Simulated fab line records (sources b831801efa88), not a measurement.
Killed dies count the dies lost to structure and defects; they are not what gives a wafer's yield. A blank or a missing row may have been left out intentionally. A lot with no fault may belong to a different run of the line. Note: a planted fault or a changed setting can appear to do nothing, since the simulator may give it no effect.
Chamber matching || flow sfq-line || SFQ_TRILAYER_I7_DEP_PECVD_183 on pecvd-02: 3 sister chambers
The step deposits SiO2 from SiH4/N2O, time 111.11 s, target thk 500 nm. 3 wafers are shown with their chamber, then 8 later ones without.

## WAFERS, EACH WITH ITS CHAMBER
{"wafer": "L550.1", "chamber": 0, "throttle-valve-pct (%)": 27.0}
{"wafer": "L550.5", "chamber": 2, "throttle-valve-pct (%)": 25.5}
{"wafer": "L557.1", "chamber": 1, "throttle-valve-pct (%)": 24.8}

## WAFERS WHOSE CHAMBER IS MISSING
{"wafer": "L557.3", "throttle-valve-pct (%)": 27.8}
{"wafer": "L557.5", "throttle-valve-pct (%)": 24.8}
{"wafer": "L560.1", "throttle-valve-pct (%)": 26.4}
{"wafer": "L560.2", "throttle-valve-pct (%)": 27.8}
{"wafer": "L560.3", "throttle-valve-pct (%)": 24.5}
{"wafer": "L562.2", "throttle-valve-pct (%)": 25.8}
{"wafer": "L562.4", "throttle-valve-pct (%)": 25.9}
{"wafer": "L562.5", "throttle-valve-pct (%)": 24.6}

## WHICH CHAMBER EACH ONE RAN IN
{"wafer": "L557.3", "from the rows above": 0, "in truth": 0}
{"wafer": "L557.5", "from the rows above": "can't be placed: 1 or 2", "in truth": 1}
{"wafer": "L560.1", "from the rows above": "can't be placed: 0 or 2 or 1", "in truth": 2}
{"wafer": "L560.2", "from the rows above": 0, "in truth": 0}
{"wafer": "L560.3", "from the rows above": "can't be placed: 1 or 2", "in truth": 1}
{"wafer": "L562.2", "from the rows above": "can't be placed: 2 or 1 or 0", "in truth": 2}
{"wafer": "L562.4", "from the rows above": "can't be placed: 2 or 1 or 0", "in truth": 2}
{"wafer": "L562.5", "from the rows above": "can't be placed: 1 or 2", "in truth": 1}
Correctly placed: 2 of 8. Can't be placed from these rows: 6 (the true chamber is among the candidates in 6). 0 placed wrongly.
How it was worked out, from the rows above alone: a wafer's distance from a chamber is the root of the sum, over the readings, of the square of ((its reading less the chamber's mean) divided by the reading's scatter). If the next closest chamber is less than 2 further off than the closest, the wafer can't be placed; otherwise it belongs to the closest. The mean given for a chamber averages the wafers shown for that chamber. The scatter: with one shown wafer a chamber, the root of the mean of the squares of how far each hidden wafer lies from its nearest shown one.
